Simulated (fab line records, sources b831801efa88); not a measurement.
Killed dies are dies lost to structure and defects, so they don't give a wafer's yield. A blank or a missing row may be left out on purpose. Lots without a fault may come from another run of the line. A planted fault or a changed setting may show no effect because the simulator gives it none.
fab line records | flow gf180mcu
record lots=7 wafers=21 last_day=34
route steps=602 shown V4@500 MIM@503
lots that met no fault: from a run of the same line without faults
start_h: hours from the record's first day to the start of the lot's first wafer shown | wait_h: hours since the lot's step before | " the same as in the row above | L1.1+2: a row that stands for several wafers | - no value, or no start given | * or withheld: withheld | < > ~ a bound
route shown NAME@n: a module of which the file shows steps, and the number in the route of the first | usual: mean/standard deviation of fault-free wafers | same: alike in all rows | chamber/n: place in a boat | sites: the reading at each site | _std_site: their standard deviation | _edge_site: outer sites' mean less inner sites' | radius_mm: how far each site lies from the wafer's centre | mask NAME#n: copy n | behind: the tool/chamber that last shaped the wafer | hold: why the lot was held/for how many hours/how that ended | device: the transistor (n, p or np) that didn't switch | end of line: the same wafers' tests at the end of the route | a step without rows: its recipe alone | killed: dies lost to structure and defects at the first sort, not the wafer's yield | map: a wafer's dies, x killed, . not, _ none there
set.NAME: the setting as run; set.NAME@STEP: as run at that earlier step | model.NAME: the simulator's own value behind a step, which no gauge read
lots at some steps of the route; a table a step, a row a wafer
services: from which hour (start_h, from the record's first day; less than 0 if before it) a tool's chamber was out of use, for how many hours, and why
## steps
# step GF_V4_RS_MEAS_24
# recipe thk_meas_gauge=four-point-probe reads=W_of_V4_CVD_23+TiN_of_V4_SPUTTER_22+Ti_of_V4_SPUTTER_21
# usual V4_W_RS=0.326/0.0046
# columns lot.wafer tool chamber start_h wait_h V4_W_RS[ohm/sq]
L298.1 film_metro-04 - 566.37 0.1 0.325
L298.2 " - " " 0.324
L298.3 " - " " 0.322
L305.3 film_metro-03 - 627.78 0.1 0.329
L305.5 " - " " 0.331
L305.6 " - " " 0.324
L306.2 film_metro-01 - 631.60 0.1 0.330
L306.4 " - " " 0.327
L306.6 " - " " 0.328
L307.2 film_metro-03 - 641.98 0.1 0.330
L307.3 " - " " 0.329
L307.5 " - " " 0.326
L308.1 film_metro-04 - 655.98 0.1 0.322
L308.2 " - " " 0.318
L308.3 " - " " 0.323
L316.2 film_metro-03 - 702.84 0.1 0.323
L316.3 " - " " 0.328
L316.6 " - " " 0.321
L319.1 film_metro-01 - 718.77 0.1 0.322
L319.4 " - " " 0.322
L319.6 " - " " 0.321
# step GF_V4_THK_MEAS_25
# recipe thk_meas_gauge=xrf reads=W_of_V4_CVD_23
# usual V4_W_THK=346/6.6
# columns lot.wafer tool chamber start_h wait_h V4_W_THK[nm]
L298.1 film_metro-04 - 566.49 0.1 349
L298.2 " - " " 351
L298.3 " - " " 354
L305.3 film_metro-03 - 627.88 0.1 336
L305.5 " - " " 333
L305.6 " - " " 341
L306.2 film_metro-01 - 631.71 0.1 341
L306.4 " - " " 345
L306.6 " - " " 343
L307.2 film_metro-03 - 642.09 0.1 336
L307.3 " - " " 339
L307.5 " - " " 338
L308.1 film_metro-04 - 656.10 0.1 353
L308.2 " - " " 358
L308.3 " - " " 353
L316.2 film_metro-03 - 702.95 0.1 344
L316.3 " - " " 338
L316.6 " - " " 346
L319.1 film_metro-01 - 718.89 0.1 350
L319.4 " - " " 350
L319.6 " - " " 349
# step GF_V4_CMP_26
# recipe stop_on=SiO2 down_force_psi=3.5 platen_rpm=60 t_overpolish_s=15 target_thk_nm=0 pad_velocity_m_s=0.94248
# usual motor_current_A=11.5/0.68 overpolish_run_s=14.999/0.0094 platen_rpm=60.00/0.041 slurry_flow_ml_min=150.0/0.49 time_to_endpoint_s=83/3.6
# columns lot.wafer tool chamber start_h wait_h motor_current_A overpolish_run_s platen_rpm slurry_flow_ml_min time_to_endpoint_s
L298.3 cmp-02 1 566.55 0.0 11.0 14.985 59.94 149.9 77
L298.1 " 2 " " 11.6 15.001 60.01 150.0 83
L298.2 " 0 " " 10.3 15.008 59.97 150.1 82
L305.3 cmp-02 3 627.92 0.0 11.2 15.004 59.88 149.7 80
L305.6 " 3 " " 11.2 14.988 59.97 149.8 79
L305.5 " 0 " " 10.1 15.002 59.94 150.0 82
L306.2 cmp-01 0 631.86 0.1 11.8 14.980 60.03 149.3 80
L306.4 " 1 " " 12.5 15.002 59.99 150.4 83
L306.6 " 2 " " 11.6 15.019 60.03 150.0 80
L307.2 cmp-02 2 642.14 0.0 11.3 15.005 60.08 149.8 87
L307.3 " 3 " " 12.0 14.989 60.15 150.2 78
L307.5 " 2 " " 11.2 15.012 60.01 150.5 82
L308.1 cmp-02 3 656.16 0.1 11.2 14.981 60.00 150.1 83
L308.3 " 0 " " 9.8 14.996 59.96 149.1 84
L308.2 " 2 " " 11.0 15.001 59.96 150.1 90
L316.3 cmp-01 0 703.00 0.0 12.2 15.006 59.98 149.5 86
L316.2 " 2 " " 12.4 14.991 60.02 149.3 88
L316.6 " 0 " " 12.3 14.984 60.04 149.3 81
L319.1 cmp-01 2 719.05 0.1 12.1 14.988 60.00 149.6 86
L319.4 " 3 " " 11.7 14.991 59.97 149.8 81
L319.6 " 1 " " 11.7 14.974 60.01 149.5 91
# step GF_MIM_SPUTTER_00
# recipe material=Ti target_thk_nm=37.5 arriving_ion_energy_ev=80 substrate_temp_c=200 chamber_pressure_pa=2.089 power_w=4000 time_s=150
# step GF_MIM_SPUTTER_01
# recipe material=TiN target_thk_nm=30 power_w=6500 time_s=25 chamber_pressure_pa=0.4
# step GF_MIM_SPUTTER_02
# recipe material=AlCu target_thk_nm=450 power_w=10600 time_s=23.9 chamber_pressure_pa=0.4
# step GF_MIM_SPUTTER_03
# recipe material=Ti target_thk_nm=10 substrate_temp_c=300 chamber_pressure_pa=0.3 power_w=3000 time_s=6.7
# usual cathode_dc_power_W=3000.0/0.57 chamber_pressure_pa=0.3000/0.00083 substrate_temp_c=299.99/0.18 throttle_valve_pct=30.0/1
# columns lot.wafer tool chamber start_h wait_h cathode_dc_power_W chamber_pressure_pa substrate_temp_c throttle_valve_pct
L298.1 pvd_sputter-02 - 567.01 0.0 2999.9 0.3003 300.39 31.3
L298.2 " - " " 3000.0 0.3007 300.01 29.4
L298.3 " - " " 3000.4 0.2994 299.64 29.8
L305.3 pvd_sputter-02 - 628.38 0.0 3000.3 0.3005 300.33 31.2
L305.5 " - " " 3000.0 0.3009 300.13 31.1
L305.6 " - " " 2999.8 0.3007 299.95 31.4
L306.2 pvd_sputter-04 - 632.22 0.0 3000.4 0.2998 300.01 30.3
L306.4 " - " " 3000.3 0.3002 300.16 29.0
L306.6 " - " " 2999.9 0.3004 299.86 29.6
L307.2 pvd_sputter-04 - 642.60 0.0 2999.9 0.2997 300.00 31.9
L307.3 " - " " 3000.4 0.2988 300.05 30.5
L307.5 " - " " 2999.7 0.3003 299.78 29.6
L308.1 pvd_sputter-03 - 656.62 0.0 2999.8 0.2999 299.98 29.3
L308.2 " - " " 2999.5 0.3001 300.10 29.2
L308.3 " - " " 3000.2 0.2998 300.08 28.5
L316.2 pvd_sputter-04 - 703.46 0.0 3000.2 0.2997 300.37 28.7
L316.3 " - " " 2999.9 0.2996 300.10 30.5
L316.6 " - " " 3000.0 0.3000 299.87 31.8
L319.1 pvd_sputter-02 - 719.42 0.0 2998.9 0.2999 299.70 31.1
L319.4 " - " " 3000.1 0.2999 299.98 31.5
L319.6 " - " " 2999.4 0.3011 300.16 29.9
# step GF_MIM_SPUTTER_04
# recipe material=TiN target_thk_nm=50 power_w=6500 time_s=41.7 chamber_pressure_pa=0.4
# usual cathode_dc_power_W=6500.0/1.1 chamber_pressure_pa=0.4001/0.00083 throttle_valve_pct=30.0/1
# columns lot.wafer tool chamber start_h wait_h cathode_dc_power_W chamber_pressure_pa throttle_valve_pct
L298.1 pvd_sputter-02 - 567.03 0.0 6501.1 0.4011 31.0
L298.2 " - " " 6500.4 0.4008 29.2
L298.3 " - " " 6499.2 0.4001 30.0
L305.3 pvd_sputter-02 - 628.40 0.0 6500.6 0.4011 31.3
L305.5 " - " " 6500.4 0.4011 31.3
L305.6 " - " " 6500.6 0.4013 31.4
L306.2 pvd_sputter-04 - 632.24 0.0 6500.2 0.4001 29.8
L306.4 " - " " 6500.6 0.3989 28.9
L306.6 " - " " 6499.9 0.4027 29.2
L307.2 pvd_sputter-04 - 642.62 0.0 6499.3 0.4016 31.7
L307.3 " - " " 6501.2 0.4009 30.2
L307.5 " - " " 6501.0 0.4007 29.4
L308.1 pvd_sputter-03 - 656.64 0.0 6500.0 0.4000 29.3
L308.2 " - " " 6498.7 0.3981 29.2
L308.3 " - " " 6497.7 0.4001 28.5
L316.2 pvd_sputter-04 - 703.48 0.0 6499.2 0.4005 28.9
L316.3 " - " " 6497.6 0.4002 30.3
L316.6 " - " " 6499.4 0.4002 31.6
L319.1 pvd_sputter-02 - 719.44 0.0 6499.2 0.3996 31.2
L319.4 " - " " 6498.9 0.3999 31.4
L319.6 " - " " 6499.8 0.4008 29.9
# step GF_MIM_CVD_05
# recipe material=Si3N4 target_thk_nm=42 temp_max_c=400 temp_c=385 time_s=29.086 rf_w=450
# step GF_MIM_THK_MEAS_06
# recipe reads=Si3N4_of_MIM_CVD_05
# usual MIM_CVD_05_THK=41.8/0.62
# columns lot.wafer tool chamber start_h wait_h MIM_CVD_05_THK[nm]
L298.1 film_metro-03 - 567.11 0.0 41.3
L298.2 " - " " 42.2
L298.3 " - " " 41.8
L305.3 film_metro-02 - 628.49 0.0 42.0
L305.5 " - " " 42.7
L305.6 " - " " 42.3
L306.2 film_metro-04 - 632.32 0.0 41.6
L306.4 " - " " 43.4
L306.6 " - " " 42.1
L307.2 film_metro-04 - 642.70 0.0 41.4
L307.3 " - " " 41.3
L307.5 " - " " 42.2
L308.1 film_metro-04 - 656.71 0.0 41.8
L308.2 " - " " 40.4
L308.3 " - " " 41.7
L316.2 film_metro-03 - 703.56 0.0 41.2
L316.3 " - " " 41.0
L316.6 " - " " 41.7
L319.1 film_metro-04 - 719.52 0.0 41.5
L319.4 " - " " 42.4
L319.6 " - " " 41.5
# step GF_MIM_SPUTTER_07
# recipe material=TiN target_thk_nm=60 power_w=6500 time_s=50 chamber_pressure_pa=0.4
# step GF_MIM_SPUTTER_08
# recipe material=AlCu target_thk_nm=200 power_w=10600 time_s=10.6 chamber_pressure_pa=0.4
# usual cathode_dc_power_W=10600/2.1 chamber_pressure_pa=0.4001/0.00078 throttle_valve_pct=29.9/0.94
# columns lot.wafer tool chamber start_h wait_h cathode_dc_power_W chamber_pressure_pa throttle_valve_pct
L298.1 pvd_sputter-03 - 567.21 0.0 10599 0.4013 29.5
L298.2 " - " " 10603 0.4010 29.5
L298.3 " - " " 10599 0.3988 28.3
L305.3 pvd_sputter-04 - 628.58 0.0 10598 0.3983 29.5
L305.5 " - " " 10597 0.4001 31.5
L305.6 " - " " 10602 0.4000 30.3
L306.2 pvd_sputter-03 - 632.42 0.0 10602 0.4005 29.3
L306.4 " - " " 10602 0.4000 29.3
L306.6 " - " " 10601 0.3996 29.1
L307.2 pvd_sputter-03 - 642.79 0.0 10601 0.4002 29.4
L307.3 " - " " 10599 0.3993 28.5
L307.5 " - " " 10603 0.4005 29.2
L308.1 pvd_sputter-04 - 656.82 0.0 10600 0.4004 30.2
L308.2 " - " " 10602 0.3996 28.7
L308.3 " - " " 10603 0.4006 29.6
L316.2 pvd_sputter-02 - 703.66 0.0 10603 0.4007 31.1
L316.3 " - " " 10600 0.4007 31.2
L316.6 " - " " 10599 0.4001 29.9
L319.1 pvd_sputter-04 - 719.62 0.0 10600 0.4001 30.1
L319.4 " - " " 10598 0.4010 29.3
L319.6 " - " " 10601 0.3987 30.1
# step GF_MIM_SPUTTER_09
# recipe material=TiN target_thk_nm=35 power_w=6500 time_s=29.2 chamber_pressure_pa=0.4
# usual cathode_dc_power_W=6500.1/1.2 chamber_pressure_pa=0.4000/0.00079 throttle_valve_pct=29.9/0.95
# columns lot.wafer tool chamber start_h wait_h cathode_dc_power_W chamber_pressure_pa throttle_valve_pct
L298.1 pvd_sputter-03 - 567.23 0.0 6500.3 0.4002 29.5
L298.2 " - " " 6501.7 0.4004 29.5
L298.3 " - " " 6502.0 0.3996 28.5
L305.3 pvd_sputter-04 - 628.60 0.0 6499.9 0.3998 29.3
L305.5 " - " " 6500.8 0.3997 31.7
L305.6 " - " " 6499.8 0.3994 30.3
L306.2 pvd_sputter-03 - 632.44 0.0 - - -
L306.4 " - " " - - -
L306.6 " - " " - - -
L307.2 pvd_sputter-03 - 642.82 0.0 - - -
L307.3 " - " " - - -
L307.5 " - " " - - -
L308.1 pvd_sputter-04 - 656.84 0.0 - - -
L308.2 " - " " - - -
L308.3 " - " " - - -
L316.2 pvd_sputter-02 - 703.68 0.0 6501.6 0.3994 31.2
L316.3 " - " " 6500.6 0.3995 31.1
L316.6 " - " " 6499.9 0.3987 30.2
L319.1 pvd_sputter-04 - 719.65 0.0 6502.0 0.4012 30.0
L319.4 " - " " 6500.3 0.4003 29.3
L319.6 " - " " 6501.0 0.4018 30.2
# step GF_MIM_THK_MEAS_11
# recipe thk_meas_gauge=xrf reads=AlCu_of_MIM_SPUTTER_08
# usual MIM_ALCU_THK=197.8/2.6
# columns lot.wafer tool chamber start_h wait_h MIM_ALCU_THK[nm]
L298.1 film_metro-02 - 567.39 0.1 199.3
L298.2 " - " " 194.7
L298.3 " - " " 195.6
L305.3 film_metro-03 - 628.77 0.1 196.5
L305.5 " - " " 196.4
L305.6 " - " " 195.9
L306.2 film_metro-02 - 632.60 0.1 215.9
L306.4 " - " " 214.8
L306.6 " - " " 214.3
L307.2 film_metro-04 - 642.98 0.1 213.7
L307.3 " - " " 207.0
L307.5 " - " " 211.3
L308.1 film_metro-02 - 656.99 0.1 210.1
L308.2 " - " " 212.5
L308.3 " - " " 207.8
L316.2 film_metro-03 - 703.84 0.1 197.3
L316.3 " - " " 196.3
L316.6 " - " " 197.5
L319.1 film_metro-03 - 719.80 0.1 198.9
L319.4 " - " " 200.1
L319.6 " - " " 199.8
# step GF_MIM_DEHYDRATE_12
# recipe temp_c=200 time_s=60
# step GF_MIM_HMDS_13
# recipe prime_time_s=60 prime_temp_c=120
# step GF_MIM_COAT_14
# recipe resist=NOVOLAK spin_rpm=3000 resist_thk_nm=1000
# step GF_MIM_SOFTBAKE_15
# recipe temp_c=90 time_s=60 resist=NOVOLAK
# step GF_MIM_EXPOSE_16
# recipe mask_id=FuseTop target_cd_nm=2000 na=0.6 source_shape=conventional sigma_outer=0.6 dose_mj=140
# step GF_MIM_PEB_17
# recipe temp_c=withheld time_s=* resist=NOVOLAK
# step GF_MIM_DEVELOP_18
# recipe develop_time_s=60 dev_temp_c=23
# step GF_MIM_METAL_ETCH_19
# recipe chemistry=Cl2/BCl3 mask_material=NOVOLAK stop_on=Si3N4 target_depth_nm=324.5 pressure_mtorr=8 icp_w=800 bias_w=140 Cl2_flow_sccm=80 bcl3_flow_sccm=40 time_s=54.1
# usual drypump_motor_current_A=5.8/0.32 mfc_cl2_sccm=79.99/0.23 oes_product_au=0.941/0.0072 throttle_valve_pct=28.284/0.01
# columns lot.wafer tool chamber start_h wait_h drypump_motor_current_A mfc_cl2_sccm oes_product_au rf_hours_counter_h throttle_valve_pct
L298.1 rie_metal-04 0 587.80 0.1 6.2 79.89 0.950 3 28.280
L298.2 " 1 " " 5.3 79.96 0.932 8 28.291
L298.3 " 1 " " 5.3 80.04 0.942 - 28.284
L305.3 rie_metal-01 0 648.47 0.1 5.6 80.06 0.937 - 28.281
L305.5 " 1 " " 5.6 80.09 0.940 - 28.287
L305.6 " 0 " " 5.6 80.09 0.937 - 28.290
L306.2 rie_metal-03 1 652.14 0.1 5.9 80.12 0.993 6 28.239
L306.4 " 0 " " 6.0 80.33 1.001 - 28.227
L306.6 " 0 " " 6.0 80.34 0.999 - 28.238
L307.2 rie_metal-04 1 663.10 0.1 5.3 80.04 1.002 10 28.218
L307.3 " 0 " " 6.2 79.39 0.978 - 28.257
L307.5 " 0 " " 6.2 79.79 0.979 - 28.232
L308.1 rie_metal-03 1 675.99 0.1 5.9 80.02 0.997 6 28.237
L308.2 " 0 " " 6.0 80.15 0.985 13 28.233
L308.3 " 0 " " 6.0 80.30 0.994 - 28.212
L316.2 rie_metal-01 1 721.25 0.1 5.6 80.33 0.941 4 28.283
L316.3 " 1 " " 5.6 80.31 0.937 - 28.299
L316.6 " 1 " " 5.6 79.82 0.940 - 28.290
L319.1 rie_metal-04 0 736.45 0.1 6.2 80.16 0.936 9 28.278
L319.4 " 1 " " 5.3 80.15 0.944 - 28.277
L319.6 " 1 " " 5.4 79.54 0.937 - 28.279
# step GF_MIM_STRIP_20
# recipe chemistry=O2/N2 power_w=1400 pressure_mtorr=1500 platen_temp_c=250 o2_flow_sccm=3000 n2_flow_sccm=300 overash_fraction=0.5
# usual drypump_motor_current_A=5.7/0.51 heater_power_w=326/45 o2_flow_sccm=2999/8.4 oes_product_au=0.691/0.0045 strip_time_to_endpoint_s=11.21/0.039
# columns lot.wafer tool chamber start_h wait_h drypump_motor_current_A heater_power_w o2_flow_sccm oes_product_au rf_hours_counter_h strip_time_to_endpoint_s
L298.1 plasma_asher-01 0 587.87 0.0 5.7 416 3010 0.697 100 11.28
L298.2 " 1 " " 4.7 271 2994 0.680 100 11.13
L298.3 " 0 " " 5.7 406 3000 0.686 - 11.19
L305.3 plasma_asher-02 1 648.55 0.1 5.6 301 2999 0.691 - 11.20
L305.5 " 1 " " 5.6 302 2998 0.689 - 11.17
L305.6 " 0 " " 6.4 281 3010 0.695 - 11.20
L306.2 plasma_asher-01 1 652.21 0.0 4.7 270 3014 0.692 107 11.17
L306.4 " 0 " " 5.7 404 3009 0.690 - 11.18
L306.6 " 0 " " 5.6 404 3002 0.697 - 11.17
L307.2 plasma_asher-02 0 663.17 0.0 6.4 285 3002 0.695 87 11.17
L307.3 " 0 " " 6.4 286 3009 0.697 - 11.25
L307.5 " 0 " " 6.4 284 3020 0.700 - 11.23
L308.1 plasma_asher-03 1 676.06 0.0 5.5 350 3004 0.686 59 11.20
L308.2 " 0 " " 6.1 321 3004 0.693 59 11.20
L308.3 " 0 " " 6.1 327 3004 0.694 - 11.18
L316.2 plasma_asher-02 1 721.32 0.0 5.6 300 2987 0.691 91 11.20
L316.3 " 0 " " 6.4 281 3008 0.692 - 11.17
L316.6 " 0 " " 6.4 283 3008 0.694 - 11.18
L319.1 plasma_asher-03 0 736.52 0.0 6.1 323 2999 0.700 66 11.26
L319.4 " 0 " " 6.1 324 2996 0.690 - 11.25
L319.6 " 0 " " 6.1 321 2977 0.690 - 11.25
## services
# columns tool chamber start_h hours kind
rie_metal-01 0 555.53 14.4 repair
cmp-01 - 558.50 0.6 repair
cmp-01 - 559.62 1.8 repair
plasma_asher-01 - 568.87 1.7 repair
rie_metal-04 1 569.49 1.4 repair
cmp-01 - 572.00 4.0 pm
pvd_sputter-02 - 574.78 0.8 repair
cmp-01 - 575.42 3.2 repair
rie_metal-01 1 579.97 7.6 repair
cmp-01 - 587.67 0.2 repair
rie_metal-01 - 594.03 1.4 pm
pvd_sputter-02 - 598.67 3.8 repair
cmp-02 - 599.29 1.6 repair
rie_metal-01 - 615.13 2.8 pm
cmp-01 - 632.35 1.9 repair
pvd_sputter-02 - 654.66 4.8 repair
pvd_sputter-04 - 660.19 4.0 repair
cmp-02 - 663.51 5.3 pm
plasma_asher-01 - 664.22 3.0 repair
plasma_asher-02 - 671.76 19.6 repair
plasma_asher-01 - 680.07 13.5 repair
cmp-01 - 682.85 1.9 repair
pvd_sputter-04 - 692.61 5.1 repair
cmp-02 - 720.62 0.3 repair
## key
first_sign step=GF_MIM_SPUTTER_09 reading=tool_record direction=missing
effect step=GF_MIM_THK_MEAS_11 reading=MIM_ALCU_THK direction=up sigmas=5.5 usual=197.8 struck=211.9
effect step=GF_MIM_METAL_ETCH_19 reading=oes_product_au direction=up sigmas=7.1 usual=0.941 struck=0.992
met_at GF_MIM_SPUTTER_09
struck_wafers L306.2,L306.4,L306.6,L307.2,L307.3,L307.5,L308.1,L308.2,L308.3
later_rows_left_out L306.2,L306.4,L306.6,L307.2,L307.3,L307.5,L308.1,L308.2,L308.3
sort_left_out L306.2,L306.4,L306.6,L307.2,L307.3,L307.5,L308.1,L308.2,L308.3
onset_between 628.60 632.44
fault kind=skipped_step_whole tool=pvd_sputter-03,pvd_sputter-04 chamber=- onset_h=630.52 steps=GF_MIM_SPUTTER_09 scope=struck_lots_only
# sort_left_out: the simulated sort isn't trusted on such a fault, so these wafers' sort isn't shown, and their yield isn't known
# later_rows_left_out: the simulator's readings of these wafers behind a module that went badly wrong aren't trusted and aren't shown, but for the sort
